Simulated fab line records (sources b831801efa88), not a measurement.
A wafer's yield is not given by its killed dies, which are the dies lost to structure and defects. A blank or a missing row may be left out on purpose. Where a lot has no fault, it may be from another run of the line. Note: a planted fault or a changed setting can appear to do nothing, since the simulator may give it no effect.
What tool caused it? :: flow sky130 :: 10 lots, 29 wafers sampled, at 6 steps of a route of 708

## WHAT THE GAUGES READ, wafer by wafer
SKY_VIA1_BOW_MEAS_03.
lot: L429
measured: day 32 07:32
on: film-metro-02
VIA1_BOW (um): 68 80 76

lot: L430
measured: day 32 22:09
on: film-metro-03
VIA1_BOW (um): 81 81 79

lot: L432
measured: day 35 00:33
on: film-metro-01
VIA1_BOW (um): 86 77 77

lot: L431
measured: day 35 00:53
on: film-metro-01
VIA1_BOW (um): 84 84 77

lot: L435
measured: day 35 03:03
on: film-metro-02
VIA1_BOW (um): 79 84 85

lot: L434
measured: day 35 06:16
on: film-metro-02
VIA1_BOW (um): 82 82 82

lot: L438
measured: day 35 17:11
on: film-metro-01
VIA1_BOW (um): 78 76

lot: L446
measured: day 38 20:56
on: film-metro-02
VIA1_BOW (um): 77 86 87

lot: L449
measured: day 39 03:44
on: film-metro-02
VIA1_BOW (um): 87 73 86

lot: L451
measured: day 39 17:37
on: film-metro-01
VIA1_BOW (um): 75 77 87

SKY_VIA1_RS_MEAS_22: measurement is done with a four-point probe.
lot: L429
measured: day 33 11:42
on: film-metro-02
VIA1_W_RS (ohm/sq): 0.426 0.432 0.429

lot: L430
measured: day 34 02:07
on: film-metro-02
VIA1_W_RS (ohm/sq): 0.429 0.435 0.422

lot: L432
measured: day 36 03:23
on: film-metro-01
VIA1_W_RS (ohm/sq): 0.422 0.420 0.421

lot: L431
measured: day 36 03:43
on: film-metro-03
VIA1_W_RS (ohm/sq): 0.433 0.438 0.436

lot: L435
measured: day 36 06:08
on: film-metro-01
VIA1_W_RS (ohm/sq): 0.431 0.430 0.435

lot: L434
measured: day 36 09:13
on: film-metro-01
VIA1_W_RS (ohm/sq): 0.604 0.434 0.438

lot: L438
measured: day 36 19:47
on: film-metro-02
VIA1_W_RS (ohm/sq): 0.434 0.584

lot: L446
measured: day 39 22:38
on: film-metro-03
VIA1_W_RS (ohm/sq): 0.430 0.425 0.430

lot: L449
measured: day 40 04:46
on: film-metro-01
VIA1_W_RS (ohm/sq): 0.417 0.431 0.418

lot: L451
measured: day 40 19:35
on: film-metro-02
VIA1_W_RS (ohm/sq): 0.409 0.407 0.405

SKY_VIA1_THK_MEAS_23: measures by xrf.
lot: L429
measured: day 33 11:49
on: film-metro-02
VIA1_W_THK (nm): 263 261 261

lot: L430
measured: day 34 02:14
on: film-metro-02
VIA1_W_THK (nm): 263 259 267

lot: L432
measured: day 36 03:29
on: film-metro-01
VIA1_W_THK (nm): 269 268 271

lot: L431
measured: day 36 03:49
on: film-metro-03
VIA1_W_THK (nm): 256 253 255

lot: L435
measured: day 36 06:15
on: film-metro-01
VIA1_W_THK (nm): 263 264 260

lot: L434
measured: day 36 09:19
on: film-metro-01
VIA1_W_THK (nm): 190 263 260

lot: L438
measured: day 36 19:54
on: film-metro-02
VIA1_W_THK (nm): 260 194

lot: L446
measured: day 39 22:44
on: film-metro-03
VIA1_W_THK (nm): 260 262 259

lot: L449
measured: day 40 04:53
on: film-metro-01
VIA1_W_THK (nm): 273 264 273

lot: L451
measured: day 40 19:41
on: film-metro-02
VIA1_W_THK (nm): 276 277 278

## WHICH TOOL RAN EACH LOT (tool, then ch and the chambers of the sampled wafers, then the start)
lot: L429
SKY_LOCAL_INTERCONNECT_STRIP_15: plasma-asher-02 ch 0,1, day 29 19:34
SKY_METAL1_DESCUM_17: rie-metal-02 ch 1, day 32 06:17
SKY_VIA1_CVD_21: cvd-w-02 ch 1, day 33 11:36

lot: L430
SKY_LOCAL_INTERCONNECT_STRIP_15: plasma-asher-01 ch 0,1, day 30 10:52
SKY_METAL1_DESCUM_17: rie-metal-02 ch 0,1, day 32 20:55
SKY_VIA1_CVD_21: cvd-w-02 ch 0,1, day 34 02:02

lot: L432
SKY_LOCAL_INTERCONNECT_STRIP_15: plasma-asher-04 ch 0,1, day 32 13:22
SKY_METAL1_DESCUM_17: rie-metal-02 ch 0,1, day 34 23:17
SKY_VIA1_CVD_21: cvd-w-01 ch 0,1, day 36 03:16

lot: L431
SKY_LOCAL_INTERCONNECT_STRIP_15: plasma-asher-04 ch 0,1, day 32 14:56
SKY_METAL1_DESCUM_17: rie-metal-01 ch 0,1, day 34 23:37
SKY_VIA1_CVD_21: cvd-w-02 ch 0,1, day 36 03:37

lot: L435
SKY_LOCAL_INTERCONNECT_STRIP_15: plasma-asher-02 ch 0,1, day 32 16:27
SKY_METAL1_DESCUM_17: rie-metal-02 ch 0,1, day 35 01:15
SKY_VIA1_CVD_21: cvd-w-02 ch 0,1, day 36 06:02

lot: L434
SKY_LOCAL_INTERCONNECT_STRIP_15: plasma-asher-04 ch 0,1, day 32 19:33
SKY_METAL1_DESCUM_17: rie-metal-04 ch 0,1, day 35 04:59
SKY_VIA1_CVD_21: cvd-w-02 ch 0,1, day 36 09:07

lot: L438
SKY_LOCAL_INTERCONNECT_STRIP_15: plasma-asher-02 ch 1, day 33 08:12
SKY_METAL1_DESCUM_17: rie-metal-04 ch 1, day 35 15:53
SKY_VIA1_CVD_21: cvd-w-02 ch 0,1, day 36 19:41

lot: L446
SKY_LOCAL_INTERCONNECT_STRIP_15: plasma-asher-01 ch 0,1, day 36 12:01
SKY_METAL1_DESCUM_17: rie-metal-02 ch 0,1, day 38 19:30
SKY_VIA1_CVD_21: cvd-w-02 ch 1, day 39 22:31

lot: L449
SKY_LOCAL_INTERCONNECT_STRIP_15: plasma-asher-01 ch 1, day 36 19:42
SKY_METAL1_DESCUM_17: rie-metal-04 ch 0, day 39 02:27
SKY_VIA1_CVD_21: cvd-w-02 ch 0,1, day 40 04:41

lot: L451
SKY_LOCAL_INTERCONNECT_STRIP_15: plasma-asher-02 ch 0, day 37 10:11
SKY_METAL1_DESCUM_17: rie-metal-02 ch 0,1, day 39 16:19
SKY_VIA1_CVD_21: cvd-w-02 ch 1, day 40 19:28
- SKY_LOCAL_INTERCONNECT_STRIP_15: strips in O2/N2.
- SKY_METAL1_DESCUM_17: chemistry O2, time 8 s.
- SKY_VIA1_CVD_21: deposits W, target thk 270 nm, time 80.902 s.

## AS READ BY THE TOOLS THEMSELVES (means over the sampled wafers that have a number; for cases with no such wafer, the mark the record gives instead)
SKY_LOCAL_INTERCONNECT_STRIP_15.
lot: L429
tool: plasma-asher-02
drypump-motor-current-A (A): 5.6
o2-flow-sccm (sccm): 2994
oes-product-au (a.u.): 0.427
strip-time-to-endpoint-s (s): 4.736

lot: L430
tool: plasma-asher-01
drypump-motor-current-A (A): 5.9
o2-flow-sccm (sccm): 3006
oes-product-au (a.u.): 0.430
strip-time-to-endpoint-s (s): 4.730

lot: L432
tool: plasma-asher-04
drypump-motor-current-A (A): 5.8
o2-flow-sccm (sccm): 3001
oes-product-au (a.u.): 0.430
strip-time-to-endpoint-s (s): 4.728

lot: L431
tool: plasma-asher-04
drypump-motor-current-A (A): 5.8
o2-flow-sccm (sccm): 2985
oes-product-au (a.u.): 0.430
strip-time-to-endpoint-s (s): 4.715

lot: L435
tool: plasma-asher-02
drypump-motor-current-A (A): 5.3
o2-flow-sccm (sccm): 2997
oes-product-au (a.u.): 0.425
strip-time-to-endpoint-s (s): 4.716

lot: L434
tool: plasma-asher-04
drypump-motor-current-A (A): 6.1
o2-flow-sccm (sccm): 2994
oes-product-au (a.u.): 0.428
strip-time-to-endpoint-s (s): 4.739

lot: L438
tool: plasma-asher-02
drypump-motor-current-A (A): 5.8
o2-flow-sccm (sccm): 2992
oes-product-au (a.u.): 0.423
strip-time-to-endpoint-s (s): 4.704

lot: L446
tool: plasma-asher-01
drypump-motor-current-A (A): 5.9
o2-flow-sccm (sccm): 3008
oes-product-au (a.u.): 0.426
strip-time-to-endpoint-s (s): 4.725

lot: L449
tool: plasma-asher-01
drypump-motor-current-A (A): 6.3
o2-flow-sccm (sccm): 2994
oes-product-au (a.u.): 0.423
strip-time-to-endpoint-s (s): 4.750

lot: L451
tool: plasma-asher-02
drypump-motor-current-A (A): 5.1
o2-flow-sccm (sccm): 3009
oes-product-au (a.u.): 0.426
strip-time-to-endpoint-s (s): 4.729

SKY_METAL1_DESCUM_17.
lot: L429
tool: rie-metal-02
drypump-motor-current-A (A): 5.72
oes-product-au (a.u.): 0.999

lot: L430
tool: rie-metal-02
drypump-motor-current-A (A): 5.69
oes-product-au (a.u.): 0.997

lot: L432
tool: rie-metal-02
drypump-motor-current-A (A): 5.72
oes-product-au (a.u.): 1.001

lot: L431
tool: rie-metal-01
drypump-motor-current-A (A): 5.18
oes-product-au (a.u.): 0.995

lot: L435
tool: rie-metal-02
drypump-motor-current-A (A): 5.69
oes-product-au (a.u.): 1.001

lot: L434
tool: rie-metal-04
drypump-motor-current-A (A): 5.79
oes-product-au (a.u.): 1.006

lot: L438
tool: rie-metal-04
drypump-motor-current-A (A): 5.87
oes-product-au (a.u.): 0.990

lot: L446
tool: rie-metal-02
drypump-motor-current-A (A): 5.69
oes-product-au (a.u.): 1.003

lot: L449
tool: rie-metal-04
drypump-motor-current-A (A): 5.74
oes-product-au (a.u.): 1.000

lot: L451
tool: rie-metal-02
drypump-motor-current-A (A): 5.70
oes-product-au (a.u.): 1.005

SKY_VIA1_CVD_21.
lot: L429
tool: cvd-w-02
heater-power-w (W): 761
susceptor-temp-C (C): 399.97

lot: L430
tool: cvd-w-02
heater-power-w (W): 832
susceptor-temp-C (C): 400.06

lot: L432
tool: cvd-w-01
heater-power-w (W): 896
susceptor-temp-C (C): 400.04

lot: L431
tool: cvd-w-02
heater-power-w (W): 866
susceptor-temp-C (C): 400.04

lot: L435
tool: cvd-w-02
heater-power-w (W): 884
susceptor-temp-C (C): 399.73

lot: L434
tool: cvd-w-02
heater-power-w (W): 812
susceptor-temp-C (C): 400.14

lot: L438
tool: cvd-w-02
heater-power-w (W): 848
susceptor-temp-C (C): 399.95

lot: L446
tool: cvd-w-02
heater-power-w (W): 772
susceptor-temp-C (C): 399.76

lot: L449
tool: cvd-w-02
heater-power-w (W): 828
susceptor-temp-C (C): 399.95

lot: L451
tool: cvd-w-02
heater-power-w (W): 779
susceptor-temp-C (C): 400.09

## THE ANSWER, worked out from the rows above alone
Rule: the usual values come from the lots themselves. The widest of any qualifying gaps counts: lots, ordered by their means at a reading, are off when they make up no more than a third of the lots, leave a main group of 4 or more, and stand apart from it by 3 or more times the standard deviation of that group's means. If all means in a main group match to the digits the tables above print for the reading, that group is not used. Also off: a lot with no number at a reading for which 4 or more lots have one. The other lots that the step has rows for count as sound. Order of review: gauges by route order, followed by the tools' own readings, for which a lot's mean as printed above is used. The first step at which some lot is off is used, and at that step the reading that is off furthest; a lot without a number counts as furthest.
Off: L434, L438, seen at SKY_VIA1_RS_MEAS_22 (VIA1_W_RS). Main group: mean 0.425 ohm/sq, sd 0.0083.
If a tool, at a process step before that reading, ran all the lots that are off and no sound lot after the first of them, it fits. The gauges at SKY_VIA1_RS_MEAS_22 are tried like those tools. No candidate that was tried fits.

## WHAT THE SIMULATOR HAD PUT IN
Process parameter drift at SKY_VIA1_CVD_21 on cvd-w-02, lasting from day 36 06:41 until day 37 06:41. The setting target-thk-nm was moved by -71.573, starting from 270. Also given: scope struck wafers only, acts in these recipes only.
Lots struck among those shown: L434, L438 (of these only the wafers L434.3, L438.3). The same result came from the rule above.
